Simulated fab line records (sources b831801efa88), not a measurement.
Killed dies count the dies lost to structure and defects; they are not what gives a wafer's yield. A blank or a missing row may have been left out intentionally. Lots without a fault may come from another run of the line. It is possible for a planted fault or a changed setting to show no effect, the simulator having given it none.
The tool behind it: which one? ; flow gf180mcu ; 13 lots, 39 wafers sampled, at 5 steps of a route of 602

== WHAT THE GAUGES SHOWED, per wafer ==
The record holds no reading of a measuring or inspecting step that can be judged against a usual standard deviation.

== EACH LOT AND THE TOOL THAT RAN IT (in order: tool; ch and the chambers of the sampled wafers; start) ==
lot;GF_POLY_GATE_COAT_05;GF_POLY_GATE_STRIP_14;GF_M2_SPUTTER_00;GF_V2_SPUTTER_22;GF_M3_SPUTTER_00
L111;litho_track-01 ch 0, day 8 18:00;plasma_asher-02 ch 0,1, day 9 03:22;pvd_sputter-01, day 18 01:20;pvd_sputter-01, day 20 03:39;pvd_sputter-02, day 20 04:17
L112;litho_track-01 ch 0, day 9 05:00;plasma_asher-02 ch 0,1, day 9 14:10;pvd_sputter-03, day 18 13:14;pvd_sputter-02, day 20 15:52;pvd_sputter-04, day 20 16:30
L113;litho_track-03 ch 0, day 9 11:00;plasma_asher-03 ch 0,1, day 9 20:23;pvd_sputter-02, day 18 20:49;pvd_sputter-01, day 20 23:53;pvd_sputter-02, day 21 00:31
L114;litho_track-01 ch 0, day 9 16:00;plasma_asher-04 ch 0,1, day 10 01:23;pvd_sputter-01, day 19 08:01;pvd_sputter-01, day 21 10:56;pvd_sputter-02, day 21 11:34
L116;litho_track-02 ch 0, day 10 02:00;plasma_asher-03 ch 0, day 10 11:55;pvd_sputter-02, day 19 20:43;pvd_sputter-04, day 21 23:04;pvd_sputter-03, day 21 23:41
L117;litho_track-03 ch 0, day 10 09:00;plasma_asher-03 ch 0,1, day 10 19:28;pvd_sputter-01, day 20 09:04;pvd_sputter-01, day 22 10:15;pvd_sputter-03, day 22 10:53
L118;litho_track-03 ch 0, day 10 15:00;plasma_asher-02 ch 0,1, day 11 00:52;pvd_sputter-01, day 20 16:05;pvd_sputter-04, day 22 17:15;pvd_sputter-03, day 22 17:53
L119;litho_track-02 ch 0, day 11 01:00;plasma_asher-03 ch 0,1, day 11 11:01;pvd_sputter-01, day 21 00:52;pvd_sputter-02, day 23 05:11;pvd_sputter-04, day 23 05:49
L123;litho_track-01 ch 0, day 12 01:00;plasma_asher-02 ch 0,1, day 12 11:56;pvd_sputter-02, day 22 06:07;pvd_sputter-01, day 24 04:38;pvd_sputter-03, day 24 05:16
L126;litho_track-03 ch 0, day 13 02:00;plasma_asher-02 ch 1, day 13 12:32;pvd_sputter-01, day 23 12:58;pvd_sputter-02, day 25 11:03;pvd_sputter-04, day 25 11:41
L130;litho_track-02 ch 0, day 14 08:00;plasma_asher-04 ch 0,1, day 14 19:46;pvd_sputter-03, day 24 20:16;pvd_sputter-02, day 26 15:58;pvd_sputter-03, day 26 16:35
L132;litho_track-01 ch 0, day 15 06:00;plasma_asher-02 ch 1, day 15 17:14;pvd_sputter-01, day 25 19:17;pvd_sputter-04, day 27 14:09;pvd_sputter-02, day 27 14:47
L134;litho_track-03 ch 0, day 15 14:00;plasma_asher-03 ch 0,1, day 16 02:13;pvd_sputter-03, day 26 05:18;pvd_sputter-02, day 28 01:22;pvd_sputter-04, day 28 02:01
- GF_POLY_GATE_COAT_05: resist thk 700 nm.
- GF_POLY_GATE_STRIP_14: strips in O2/N2.
- GF_M2_SPUTTER_00: material Ti, target thk 37.5 nm, time 150 s.
- GF_V2_SPUTTER_22: material TiN, target thk 10 nm, time 40 s.
- GF_M3_SPUTTER_00: material Ti, target thk 37.5 nm, time 150 s.

== WHAT THE TOOLS THEMSELVES READ (means of the sampled wafers that have a number; where no wafer has one, the mark that the record gives instead) ==
GF_POLY_GATE_COAT_05. Usual: exhaust_pa reads 45.1 Pa (standard deviation 0.87).
lot;tool;exhaust_pa (Pa);flag
L111;litho_track-01;45.3;
L112;litho_track-01;45.5;
L113;litho_track-03;44.1;
L114;litho_track-01;46.8;
L116;litho_track-02;45.1;
L117;litho_track-03;43.8;
L118;litho_track-03;45.4;
L119;litho_track-02;44.8;
L123;litho_track-01;44.1;
L126;litho_track-03;44.8;
L130;litho_track-02;46.2;
L132;litho_track-01;44.5;
L134;litho_track-03;44.5;

GF_POLY_GATE_STRIP_14. Usual: drypump_motor_current_A 5.7 A, standard deviation 0.51; heater_power_w 317 W, standard deviation 21; n2_flow_sccm 299.9 sccm, standard deviation 1; oes_product_au 0.505 a.u., standard deviation 0.0047.
lot;tool;drypump_motor_current_A (A);heater_power_w (W);n2_flow_sccm (sccm);oes_product_au (a.u.);flag
L111;plasma_asher-02;6.2;308;300.1;0.508;
L112;plasma_asher-02;5.7;311;300.3;0.502;
L113;plasma_asher-03;5.3;308;299.8;0.505;
L114;plasma_asher-04;5.9;320;298.7;0.503;
L116;plasma_asher-03;5.8;344;300.5;0.507;
L117;plasma_asher-03;5.5;323;300.5;0.500;
L118;plasma_asher-02;5.7;315;299.5;0.505;
L119;plasma_asher-03;5.3;309;299.8;0.509;
L123;plasma_asher-02;5.7;320;300.0;0.508;
L126;plasma_asher-02;6.6;300;300.4;0.507;
L130;plasma_asher-04;5.9;326;299.5;0.521;OFF
L132;plasma_asher-02;6.6;296;299.8;0.502;
L134;plasma_asher-03;5.3;306;300.8;0.505;

GF_M2_SPUTTER_00. Usual: throttle_valve_pct reads 30.1 % (standard deviation 1).
lot;tool;throttle_valve_pct (%);flag
L111;pvd_sputter-01;29.9;
L112;pvd_sputter-03;28.9;
L113;pvd_sputter-02;30.3;
L114;pvd_sputter-01;30.1;
L116;pvd_sputter-02;30.7;
L117;pvd_sputter-01;29.7;
L118;pvd_sputter-01;29.7;
L119;pvd_sputter-01;30.0;
L123;pvd_sputter-02;31.0;
L126;pvd_sputter-01;29.4;
L130;pvd_sputter-03;30.2;
L132;pvd_sputter-01;29.8;
L134;pvd_sputter-03;29.8;

GF_V2_SPUTTER_22. Usual: throttle_valve_pct reads 30.0 % (standard deviation 0.86).
lot;tool;throttle_valve_pct (%);flag
L111;pvd_sputter-01;30.0;
L112;pvd_sputter-02;30.2;
L113;pvd_sputter-01;29.9;
L114;pvd_sputter-01;29.4;
L116;pvd_sputter-04;29.7;
L117;pvd_sputter-01;29.3;
L118;pvd_sputter-04;30.1;
L119;pvd_sputter-02;30.9;
L123;pvd_sputter-01;29.0;
L126;pvd_sputter-02;30.2;
L130;pvd_sputter-02;30.7;
L132;pvd_sputter-04;29.5;
L134;pvd_sputter-02;30.2;

GF_M3_SPUTTER_00. Usual: throttle_valve_pct reads 30.0 % (standard deviation 1.1).
lot;tool;throttle_valve_pct (%);flag
L111;pvd_sputter-02;30.8;
L112;pvd_sputter-04;29.5;
L113;pvd_sputter-02;30.1;
L114;pvd_sputter-02;30.5;
L116;pvd_sputter-03;30.6;
L117;pvd_sputter-03;29.9;
L118;pvd_sputter-03;30.5;
L119;pvd_sputter-04;30.2;
L123;pvd_sputter-03;29.8;
L126;pvd_sputter-04;29.2;
L130;pvd_sputter-03;29.8;
L132;pvd_sputter-02;31.0;
L134;pvd_sputter-04;29.1;

== THE ANSWER, worked out from the rows above alone ==
Rule: lot off if the mean of its wafers having a number is beyond 3 standard deviations from the usual mean. A lot without any number at a reading at which 4 lots or more have one is off too. Where the step has rows for the other lots, those lots are counted as sound. The gauges are gone through in route order, then the tools' own readings, and for those a lot's mean is taken as printed above. The first step at which some lot is off is used, and at that step the reading that is off furthest; a lot without a number counts as furthest.
Off at GF_POLY_GATE_STRIP_14 (oes_product_au): L130.
If a tool, at that step or one of the process steps before it, ran each lot that is off and ran no sound lot following the first of them, it fits. This does not decide it: 2 tools fit, namely litho_track-02 at GF_POLY_GATE_COAT_05 and plasma_asher-04 at GF_POLY_GATE_STRIP_14.

== WHAT HAD BEEN PUT IN BY THE SIMULATOR ==
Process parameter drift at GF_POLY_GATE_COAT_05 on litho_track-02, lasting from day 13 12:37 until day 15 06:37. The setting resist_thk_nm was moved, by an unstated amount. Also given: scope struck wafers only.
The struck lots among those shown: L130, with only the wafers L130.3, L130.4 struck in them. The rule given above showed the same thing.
